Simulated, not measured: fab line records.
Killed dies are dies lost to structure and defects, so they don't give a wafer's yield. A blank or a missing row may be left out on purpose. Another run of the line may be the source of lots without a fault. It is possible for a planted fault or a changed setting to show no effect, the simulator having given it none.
Split-lot experiment :: flow gf180mcu :: 5 lots, 23 wafers read, on a route of 602 steps

== ON THE SPLIT ==
At GF_SAB_DEVELOP_08 (develop time 60 s), the setting develop-time-s was moved away from the recipe's 60 s on 7 of the 23 wafers read, by -8.5% to +11.9%. This setting was run at the recipe's value on the other wafers.

Split to reading: the file shows no intervening step.

== THE READING ==
At GF_SAB_CD_MEAS_09: cd-nm in nanometres, against a target cd of 420 nm. A value of 418.9 nm with a standard deviation of 2.5 nm is what fault-free wafers of this fab line usually give.

wafer: L074.2
tool, chamber at the split: litho-track-04, 0
develop-time-s as run, s: 60
against the recipe: recipe
cd-nm, nm: 418.0
against lot-mates on the recipe: -

wafer: L074.4
tool, chamber at the split: litho-track-04, 0
develop-time-s as run, s: 60
against the recipe: recipe
cd-nm, nm: 417.5
against lot-mates on the recipe: -

wafer: L074.6
tool, chamber at the split: litho-track-04, 0
develop-time-s as run, s: 60
against the recipe: recipe
cd-nm, nm: 416.6
against lot-mates on the recipe: -

wafer: L076.1
tool, chamber at the split: litho-track-04, 0
develop-time-s as run, s: 67.15
against the recipe: +11.9%
cd-nm, nm: 412.0
against lot-mates on the recipe: -9.4

wafer: L076.2
tool, chamber at the split: litho-track-04, 0
develop-time-s as run, s: 60
against the recipe: recipe
cd-nm, nm: 421.0
against lot-mates on the recipe: -

wafer: L076.3
tool, chamber at the split: litho-track-04, 0
develop-time-s as run, s: 60
against the recipe: recipe
cd-nm, nm: 422.9
against lot-mates on the recipe: -

wafer: L076.5
tool, chamber at the split: litho-track-04, 0
develop-time-s as run, s: 60
against the recipe: recipe
cd-nm, nm: 420.4
against lot-mates on the recipe: -

wafer: L076.6
tool, chamber at the split: litho-track-04, 0
develop-time-s as run, s: 67.15
against the recipe: +11.9%
cd-nm, nm: 411.7
against lot-mates on the recipe: -9.7

wafer: L077.1
tool, chamber at the split: litho-track-01, 0
develop-time-s as run, s: 57.03
against the recipe: -4.9%
cd-nm, nm: 419.2
against lot-mates on the recipe: +5.4

wafer: L077.3
tool, chamber at the split: litho-track-01, 0
develop-time-s as run, s: 60
against the recipe: recipe
cd-nm, nm: 414.3
against lot-mates on the recipe: -

wafer: L077.4
tool, chamber at the split: litho-track-01, 0
develop-time-s as run, s: 60
against the recipe: recipe
cd-nm, nm: 414.5
against lot-mates on the recipe: -

wafer: L077.5
tool, chamber at the split: litho-track-01, 0
develop-time-s as run, s: 60
against the recipe: recipe
cd-nm, nm: 412.5
against lot-mates on the recipe: -

wafer: L077.6
tool, chamber at the split: litho-track-01, 0
develop-time-s as run, s: 57.03
against the recipe: -4.9%
cd-nm, nm: 419.9
against lot-mates on the recipe: +6.1

wafer: L081.2
tool, chamber at the split: litho-track-01, 0
develop-time-s as run, s: 60
against the recipe: recipe
cd-nm, nm: 415.8
against lot-mates on the recipe: -

wafer: L081.3
tool, chamber at the split: litho-track-01, 0
develop-time-s as run, s: 60
against the recipe: recipe
cd-nm, nm: 416.9
against lot-mates on the recipe: -

wafer: L081.4
tool, chamber at the split: litho-track-01, 0
develop-time-s as run, s: 60
against the recipe: recipe
cd-nm, nm: 417.0
against lot-mates on the recipe: -

wafer: L081.5
tool, chamber at the split: litho-track-01, 0
develop-time-s as run, s: 60
against the recipe: recipe
cd-nm, nm: 417.1
against lot-mates on the recipe: -

wafer: L081.6
tool, chamber at the split: litho-track-01, 0
develop-time-s as run, s: 60
against the recipe: recipe
cd-nm, nm: 418.1
against lot-mates on the recipe: -

wafer: L084.1
tool, chamber at the split: litho-track-04, 0
develop-time-s as run, s: 60
against the recipe: recipe
cd-nm, nm: 419.0
against lot-mates on the recipe: -

wafer: L084.2
tool, chamber at the split: litho-track-04, 0
develop-time-s as run, s: 54.89
against the recipe: -8.5%
cd-nm, nm: 427.0
against lot-mates on the recipe: +7.7

wafer: L084.3
tool, chamber at the split: litho-track-04, 0
develop-time-s as run, s: 54.89
against the recipe: -8.5%
cd-nm, nm: 428.4
against lot-mates on the recipe: +9.1

wafer: L084.4
tool, chamber at the split: litho-track-04, 0
develop-time-s as run, s: 54.89
against the recipe: -8.5%
cd-nm, nm: 429.9
against lot-mates on the recipe: +10.6

wafer: L084.5
tool, chamber at the split: litho-track-04, 0
develop-time-s as run, s: 60
against the recipe: recipe
cd-nm, nm: 419.6
against lot-mates on the recipe: -

FIT RESULTS
A straight line over all 23 wafers: cd-nm changes by -0.772 nm for each +1% of develop-time-s; r = -0.80; the points scatter about the line by 3 nm.
The same after taking each lot's own level away (the mean of its wafers on the recipe; 23 wafers): -0.934 nm for each +1%; r = -0.98; scatter 1 nm.
Per that fit: largest develop-time-s move, reading shift of 11 nm.
The span of the lots' own levels, 413.77 to 421.43 nm, comes to 3.1 times the standard deviation stated above.
So the lot-to-lot level blurs the effect unless lot-mates are compared.
Check: with one of the wafers moved furthest among these (+11.9%) left out of the fit, the line predicts -11.4 nm for it against its lot-mates. It came out at -9.43 nm against them.

== THE OTHER SPLITS THESE WAFERS WENT THROUGH ==
Note: prior to the reading, these wafers also went through further splits. Each is held against what the fit with the lots' levels taken away leaves over:
other split on the same wafers: GF_SAB_CVD_00 time-s
wafers away from the commonest value: 8
r with cd-nm (lot level and that fit taken away): -0.30

== THE WHOLE CHAIN: every reading that the file lists as answering this split, in the file's order ==
step: GF_SAB_CD_MEAS_09
what it does: target cd 420 nm
reading: cd-nm
change (the file's fit): -0.92 nm for each +1% of the setting
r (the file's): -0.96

step: GF_SAB_ETCH_11
what it does: etches SiO2 in C4F8/O2/Ar, target depth 55 nm, time 8.5 s
reading: SAB.cd-nm (the simulator's own value, which no gauge read)
change (the file's fit): -0.919 nm for each +1% of the setting
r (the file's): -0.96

== THE FILE'S OWN FIT ==
cd-nm changes by -0.92 nm for each +1% of develop-time-s, r = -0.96.
